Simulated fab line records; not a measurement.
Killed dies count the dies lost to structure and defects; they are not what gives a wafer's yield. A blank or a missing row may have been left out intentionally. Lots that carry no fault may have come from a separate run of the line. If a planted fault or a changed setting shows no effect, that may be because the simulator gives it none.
Problem report, 8D (eight disciplines) form, completed by code    flow gf180mcu    the parts of the form that need people (team, actions taken, sign-off) are left out

1. WHAT WENT WRONG
STI_CVD_23_THK at GF_STI_THK_MEAS_24 reads a mean of 517 nm on 1 wafer of 1 lot; wafers without a fault read 651 nm with a standard deviation of 6.7. That puts it -20 standard deviations away from the usual mean.
First observed at day 7 00:20: wafer L508.4, on filmMetro-01. At this step, 36 wafers from 12 lots have a number in the record. Rule for "out" (also "out of limits"): further than 4 standard deviations from the usual mean. Any other wafer with a number is counted as sound.

2. WHAT THIS IS AND IS NOT
question                     is                is not
which readings at this step  STI_CVD_23_THK    -
which lots                   L508              L488, L490, L491, L492, L493, L494, L496, L497, L499, L503, L505
which wafers of those lots   L508.4            L508.1, L508.6
read on which gauges         filmMetro-01      filmMetro-02, filmMetro-03
when                         from day 7 00:20  up to then (35 sound wafers)

3. THE SUSPECTS, EACH WITH WHAT RULES IT OUT
Counting: any tool at a process step up to the reading remains a suspect provided it ran every lot that is out. Sound lots after the first of them don't rule it out here, since some wafers of a struck lot are sound.
- ruled out: the gauge at GF_STI_THK_MEAS_24. All the wafers that are out were read on filmMetro-01, but those of them that GF_STI_CVD_23 has rows for are out there too, on other tools.
- hdpcvd-02 at GF_STI_CVD_23 (deposits SiO2, target thk 650 nm, time 108.3 s): kept. The lot that is out, L508, ran on it at day 7 00:16; the last sound lot it ran before that was L505, at day 6 05:33. Its own readings are out on those wafers: sih4FlowSccm.
- The sound lot-mates ran in chamber 2 of hdpcvd-02 at GF_STI_CVD_23, but the wafers that are out ran in chamber 0.
The count leaves hdpcvd-02 at GF_STI_CVD_23.

4. THE CAUSE (what the simulator had put in)
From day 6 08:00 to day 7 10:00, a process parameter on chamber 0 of hdpcvd-02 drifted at GF_STI_CVD_23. The setting sih4FlowSccm was moved by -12, starting from 60. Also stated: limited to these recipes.
Counting left only this tool.

5. SEQUENCE OF EFFECTS, ordered by route
Each row: a reading where the mean over the struck wafers with a number is more than 3 standard deviations away from the usual. Only readings whose record carries a usual standard deviation are examined. hours: median over the lots of the time between each lot's start at the first step of this table that gives one and its start at this step. sigmas: the change, counted in usual standard deviations.
hours  step                reading          usual       on struck wafers  change  sigmas
0      GF_STI_CVD_23       sih4FlowSccm     59.97 sccm  47.63             -12.34  -82
0      GF_STI_THK_MEAS_24  STI_CVD_23_THK   651 nm      517               -134    -20
3      GF_STI_CMP_25       timeToEndpointS  124 s       98                -26     -5.7
It contains these process steps:
- GF_STI_CVD_23: deposits SiO2, target thk 650 nm, time 108.3 s.
- GF_STI_CMP_25: polishes, stops on Si3N4, t overpolish 33 s, target thk 524.6 nm.
Later steps that measure or inspect, where all struck wafers having a row at the step show a number for every such reading and not one has moved that far: GF_M1_OVL_MEAS_15.

6. WHAT WOULD HAVE CAUGHT IT SOONER
Counted from the fault's start at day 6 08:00, it took 16 hours until the first out-of-limits reading at a measuring or inspecting step in this record, taken at day 7 00:20.
The tool's own readings at GF_STI_CVD_23 were out on every struck wafer that the step has a row for (sih4FlowSccm): an alarm limit on them would have fired on the first of those.
The start of GF_STI_CVD_23 on hdpcvd-02 came by day 7 00:20 for every one of the lots that are out (1). A hold on the tool at that time would have spared none of them.
